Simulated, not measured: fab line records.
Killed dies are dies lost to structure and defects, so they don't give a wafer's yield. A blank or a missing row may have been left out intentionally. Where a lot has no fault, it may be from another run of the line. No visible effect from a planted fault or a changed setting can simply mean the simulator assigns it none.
Comparing a struck lot with a sound one / flow sfq line / 24 steps out of a route of 325
Sound: wafers L201.3, L201.4, L201.5. Struck: wafers L199.1, L199.2, L199.3. At the end, the cause is stated.
At each step with rows: each side's tool, then ch and its chambers, then its first start. Under that, the readings that differ: sound wafers / struck wafers / difference of the means / sigmas: that difference in standard deviations of wafers without a fault.
alike: words and numbers the same on both sides, and readings whose means are apart by under 2 such deviations; not compared: readings that were withheld, readings missing a value for some wafer, numbers with overlapping values and no deviation given by the record, and bounds like >300 which may hide the same value.
Wherever a step has rows on one side only, a row that says differs or no value, or a row with sigmas, the two part there. Numbers that have no deviation but don't overlap get no sigmas and don't part them. A reading that every wafer of one side lacks parts them only if that side has two wafers or more.

first, 6 steps without rows for these wafers: SFQ_TRILAYER_I6_VIA_LITHO_COAT_174 (resist thk 62 nm); SFQ_TRILAYER_I6_VIA_LITHO_COAT_169 (resist thk 650 nm); SFQ_TRILAYER_I6_VIA_LITHO_SOFTBAKE_173; SFQ_TRILAYER_I6_VIA_LITHO_EXPOSE_170 (exposes mask I6, target cd 700 nm); SFQ_TRILAYER_I6_VIA_LITHO_PEB_172 (peb time 60 s); SFQ_TRILAYER_I6_VIA_LITHO_DEVELOP_171 (time 60 s).
SFQ_I6_OVL_MEAS_942:
  sound: overlay-01 at day 74 01:58; struck: overlay-02 at day 73 11:33
  alike: I6_OVL
SFQ_TRILAYER_I6_VIA_BARC_OPEN_VIA_ETCH_235: etches BARC in O2, target depth 125 nm, time 41.7 s.
  sound on rie diel-02 ch 0,1, day 74 01:59; struck on rie diel-03 ch 1,2,3, day 73 11:35
  alike: drypump motor current A, oes product au
  not compared: rf hours counter h
SFQ_TRILAYER_I6_VIA_ETCH_VIA_ETCH_172: etches SiO2 in CHF3, stops on Nb, target depth 260 nm.
  sound on rie diel-02 ch 0,1, day 74 02:02; struck on rie diel-03 ch 1,2,3, day 73 11:38
  alike: drypump motor current A, oes product au
SFQ_TRILAYER_I6_VIA_STRIP_STRIP_173: strips in O2.
  sound on rie metal-01 ch 0,1, day 74 02:20; struck on rie metal-04 ch 0,1, day 73 11:44
  alike: drypump motor current A, oes product au
  not compared: rf hours counter h
then, 2 steps without rows for these wafers: SFQ_TRILAYER_I6_VIA_STRIP_SOLV_CLEAN_174 (cleans in NMP, time 600 s); SFQ_TRILAYER_M7_DEP_PRE_CLEAN_176 (time 22.5 s).
SFQ_TRILAYER_M7_DEP_SPUTTER_175: material Nb, target thk 200 nm, time 133.3 s.
  sound: pvd sputter-04 at day 74 03:09; struck: pvd sputter-06 at day 73 12:48
  alike: base pressure pa, chamber pressure pa, throttle valve pct
SFQ_M7_RS_MEAS_943: a four-point-probe measurement.
  sound: film metro-02 at day 74 03:17; struck: film metro-01 at day 73 12:53
reading=M7_NB_RS (ohm/sq); sound=0.885 0.882 0.892; struck=0.440 0.441 0.441; difference=-0.446; sigmas=-63
then, 6 steps without rows for these wafers: SFQ_TRILAYER_M7_LITHO_COAT_182 (resist thk 62 nm); SFQ_TRILAYER_M7_LITHO_COAT_177 (resist thk 600 nm); SFQ_TRILAYER_M7_LITHO_SOFTBAKE_181; SFQ_TRILAYER_M7_LITHO_EXPOSE_178 (exposes mask M7, target cd 500 nm); SFQ_TRILAYER_M7_LITHO_PEB_180 (peb time 60 s); SFQ_TRILAYER_M7_LITHO_DEVELOP_179 (time 60 s).
-- the record jumps here: 4 days lie between the struck wafers' starts before and after --
SFQ_M7_OVL_MEAS_945:
  sound: overlay-01 at day 77 23:13; struck: overlay-02 at day 77 08:43
  alike: M7_OVL
SFQ_TRILAYER_M7_BARC_OPEN_METAL_ETCH_229: etches BARC in O2, target depth 125 nm, time 41.7 s.
  sound on rie metal-02 ch 0,1, day 77 23:16; struck on rie metal-03 ch 0,1, day 77 08:45
  alike: drypump motor current A, oes product au
  not compared: rf hours counter h
SFQ_TRILAYER_M7_ETCH_METAL_ETCH_180: etches Nb in Cl2/Ar, stops on SiO2, target depth 240 nm, time 120 s.
  sound on rie metal-02 ch 0,1, day 77 23:21; struck on rie metal-03 ch 0,1, day 77 08:49
reading=oes product au (a.u.); sound=0.897 0.898 0.893; struck=1.011 1.012 1.002; difference=+0.112; sigmas=+20
reading=model.M7.feature depth nm (nm); sound=201 201.7 199.6; struck=242.3 243.6 240.2; difference=+41.3; sigmas=
reading=model.etch.depth nm (nm); sound=201 201.7 199.6; struck=242.3 243.6 240.2; difference=+41.3; sigmas=
  alike: drypump motor current A
  not compared: rf hours counter h
SFQ_TRILAYER_M7_STRIP_STRIP_181: strips in O2.
  sound on rie metal-02 ch 0,1, day 77 23:38; struck on rie metal-03 ch 0,1, day 77 08:56
  alike: drypump motor current A, oes product au
  not compared: rf hours counter h

WHERE THEY PART
At SFQ_M7_RS_MEAS_943 first; at SFQ_TRILAYER_M7_ETCH_METAL_ETCH_180 last (within this record only). Later steps at which nothing parts them and some readings are alike: SFQ_TRILAYER_M7_STRIP_STRIP_181.

WHY: whatever the simulator had introduced
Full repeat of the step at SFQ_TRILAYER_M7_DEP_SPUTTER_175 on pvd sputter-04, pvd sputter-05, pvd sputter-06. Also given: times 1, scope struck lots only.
